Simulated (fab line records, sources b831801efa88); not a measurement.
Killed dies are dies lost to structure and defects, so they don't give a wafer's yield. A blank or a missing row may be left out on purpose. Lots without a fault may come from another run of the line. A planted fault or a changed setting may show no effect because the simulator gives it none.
Problem report in the 8D (eight disciplines) form, filled by code | flow sky130 | the parts of the form that need people (team, actions taken, sign-off) are left out

1. THE PROBLEM
dose_ions_cm2 at SKY_LDD_N_IMPLANT_14 reads a mean of 3.805e+12 on 6 wafers of 2 lots; wafers without a fault read 5.002e+12 with a standard deviation of 5.6e+09. That is -99 or more standard deviations from the usual mean.
First seen on wafer L485.1, day 20 20:05, on implanter-03. The record holds 39 wafers of 13 lots with a number at this step. Rule for "out", or "out of limits": more than 4 standard deviations from the usual mean. The other wafers with a number count as sound.

2. WHAT IT IS AND WHAT IT IS NOT
question                    | is                                | is not
which readings at this step | dose_ions_cm2, faraday_current_uA | rotation_deg
which lots                  | L485, L487                        | L477, L478, L479, L480, L493, L494, L495, L496, L497, L498, L499
which wafers of those lots  | all that have a number            | -
read on which tools         | implanter-03                      | implanter-02, implanter-04
when                        | from day 20 20:05                 | up to then (12 sound wafers); but 21 sound wafers of L493, L494, L495, L496, L497, L498, L499 came after

3. SUSPECTS, AND WHAT RULES EACH OUT
Counting: a tool at a process step up to the reading stays a suspect if it ran every lot that is out and no sound lot after the first of them.
- implanter-03 at SKY_LDD_N_IMPLANT_14: ruled out as a lasting fault. Sound lots L499 ran on it after its first lot that is out, L485 (day 20 20:05).
Left after counting: nothing in the record.

4. THE CAUSE (what the simulator had put in)
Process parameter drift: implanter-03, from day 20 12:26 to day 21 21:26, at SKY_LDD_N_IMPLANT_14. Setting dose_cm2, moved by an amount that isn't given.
Counting ruled it out, wrongly.

5. THE CHAIN OF EFFECTS, in route order
Each row: a reading whose mean over the struck wafers that have a number lies more than 3 standard deviations from the usual. Only readings for which the record gives a usual standard deviation are gone through. hours: the time from each lot's start at the first step in this table that gives one to its start at this step, as a median over the lots. sigmas: the change in usual standard deviations.
hours | step                 | reading            | usual     | on struck wafers | change     | sigmas
0     | SKY_LDD_N_IMPLANT_14 | dose_ions_cm2      | 5.002e+12 | 3.805e+12        | -1.197e+12 | -99 or more
0     | SKY_LDD_N_IMPLANT_14 | faraday_current_uA | 28.2      | 21.4             | -6.8       | -12
The process steps in it:
- SKY_LDD_N_IMPLANT_14
Later measuring or inspecting steps at which every struck wafer that the step has a row for has a number for every such reading, and none has moved that far: SKY_LOCAL_INTERCONNECT_RS_MEAS_01, SKY_VIA1_BOW_MEAS_03.

6. WHAT WOULD HAVE CAUGHT IT SOONER
In this record the first reading out of limits was taken at day 20 20:05, 8 hours after the fault began at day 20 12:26.
